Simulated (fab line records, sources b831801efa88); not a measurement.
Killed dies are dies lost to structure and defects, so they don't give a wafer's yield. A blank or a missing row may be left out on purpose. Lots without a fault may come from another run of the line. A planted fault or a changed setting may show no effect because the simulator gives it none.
Split-lot experiment | flow sky130 | 5 lots, 23 wafers read, on a route of 708 steps

THE SPLIT
At SKY_LI_CONTACT_HDPCVD_00 (deposits PSG, target thk 930 nm, time 155 s), the setting time_s was moved away from the recipe's 155 s on 7 of the 23 wafers read, by +6.7% to +14.5%. The other wafers ran this setting at the recipe's value.

The file shows no step between the split and the reading.

THE READING
LI_CONTACT_HDPCVD_THK, in nm, at SKY_LI_CONTACT_THK_MEAS_01. Fault-free wafers of this fab line usually give 929 nm, standard deviation 9.7 nm.

wafer  | tool, chamber at the split | time_s as run, s | against the recipe | LI_CONTACT_HDPCVD_THK, nm | against lot-mates on the recipe
L074.1 | hdpcvd-01, 2               | 177.4            | +14.5%             | 1055                      | +122
L074.2 | hdpcvd-01, 0               | 155              | recipe             | 936                       | -
L074.3 | hdpcvd-01, 1               | 155              | recipe             | 930                       | -
L074.4 | hdpcvd-01, 1               | 177.4            | +14.5%             | 1059                      | +126
L074.5 | hdpcvd-01, 2               | 177.4            | +14.5%             | 1056                      | +123
L075.1 | hdpcvd-01, 0               | 155              | recipe             | 936                       | -
L075.4 | hdpcvd-01, 1               | 155              | recipe             | 933                       | -
L075.5 | hdpcvd-01, 2               | 155              | recipe             | 924                       | -
L077.1 | hdpcvd-01, 1               | 155              | recipe             | 939                       | -
L077.2 | hdpcvd-01, 2               | 155              | recipe             | 931                       | -
L077.4 | hdpcvd-01, 0               | 155              | recipe             | 942                       | -
L077.5 | hdpcvd-01, 2               | 155              | recipe             | 919                       | -
L077.6 | hdpcvd-01, 1               | 155              | recipe             | 929                       | -
L080.2 | hdpcvd-01, 2               | 155              | recipe             | 925                       | -
L080.3 | hdpcvd-01, 0               | 171.3            | +10.5%             | 1024                      | +99
L080.4 | hdpcvd-01, 2               | 155              | recipe             | 914                       | -
L080.5 | hdpcvd-01, 1               | 171.3            | +10.5%             | 1017                      | +92
L080.6 | hdpcvd-01, 0               | 155              | recipe             | 936                       | -
L084.1 | hdpcvd-02, 0               | 165.4            | +6.7%              | 1014                      | +78
L084.2 | hdpcvd-02, 2               | 155              | recipe             | 931                       | -
L084.3 | hdpcvd-02, 1               | 155              | recipe             | 935                       | -
L084.5 | hdpcvd-02, 0               | 155              | recipe             | 941                       | -
L084.6 | hdpcvd-02, 2               | 165.4            | +6.7%              | 990                       | +54

THE FIT
A straight line over all 23 wafers: LI_CONTACT_HDPCVD_THK changes by +8.75 nm for each +1% of time_s; r = +0.99; the points scatter about the line by 8.5 nm.
The same after taking each lot's own level away (the mean of its wafers on the recipe; 23 wafers): +8.76 nm for each +1%; r = +0.99; scatter 7.5 nm.
On that fit, the largest move of time_s shifts the reading by 1.3e+02 nm.
The lots' own levels span 925.0 to 935.7 nm, that is 1.1 times the standard deviation above.
So the lot-to-lot level changes the slope little: the two slopes agree.
Check: with one of the wafers moved furthest among these (+14.5%) left out of the fit, the line predicts +129 nm for it against its lot-mates. It came out at +122 nm against them.

OTHER SPLITS ON THESE WAFERS
These wafers also went through other splits before the reading. Each is held against what the fit with the lots' levels taken away leaves over:
other split on the same wafers     | wafers away from the commonest value | r with LI_CONTACT_HDPCVD_THK (lot level and that fit taken away)
SKY_POLY_CUT_COAT_03 resist_thk_nm | 8                                    | -0.18
SKY_SD_P_SOFTBAKE_03 temp_c        | 11                                   | +0.15
SKY_SD_P_EXPOSE_04 dose_mj         | 11                                   | -0.01
SKY_RES_XHIGH_IMPLANT_07 dose_cm2  | 7                                    | +0.02
SKY_RES_XHIGH_STRIP_08 power_w     | 5                                    | +0.15
SKY_SD_N_STRIP_11 power_w          | 8                                    | -0.17

THE WHOLE CHAIN: every reading that the file lists as answering this split, in the file's order
step                       | what it does                                | reading                                                                             | change (the file's fit)              | r (the file's)
SKY_LI_CONTACT_HDPCVD_00   | deposits PSG, target thk 930 nm, time 155 s | PSG_of_LI_CONTACT_HDPCVD_00.thk_nm (the simulator's own value, which no gauge read) | +8.88 nm for each +1% of the setting | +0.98
SKY_LI_CONTACT_THK_MEAS_01 |                                             | LI_CONTACT_HDPCVD_THK                                                               | +8.88 for each +1% of the setting    | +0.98
SKY_LI_CONTACT_CMP_02      | polishes PSG                                | time_to_endpoint_s                                                                  | withheld for each +1% of the setting | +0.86

THE FILE'S OWN FIT
LI_CONTACT_HDPCVD_THK changes by +8.88 nm for each +1% of time_s, r = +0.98.
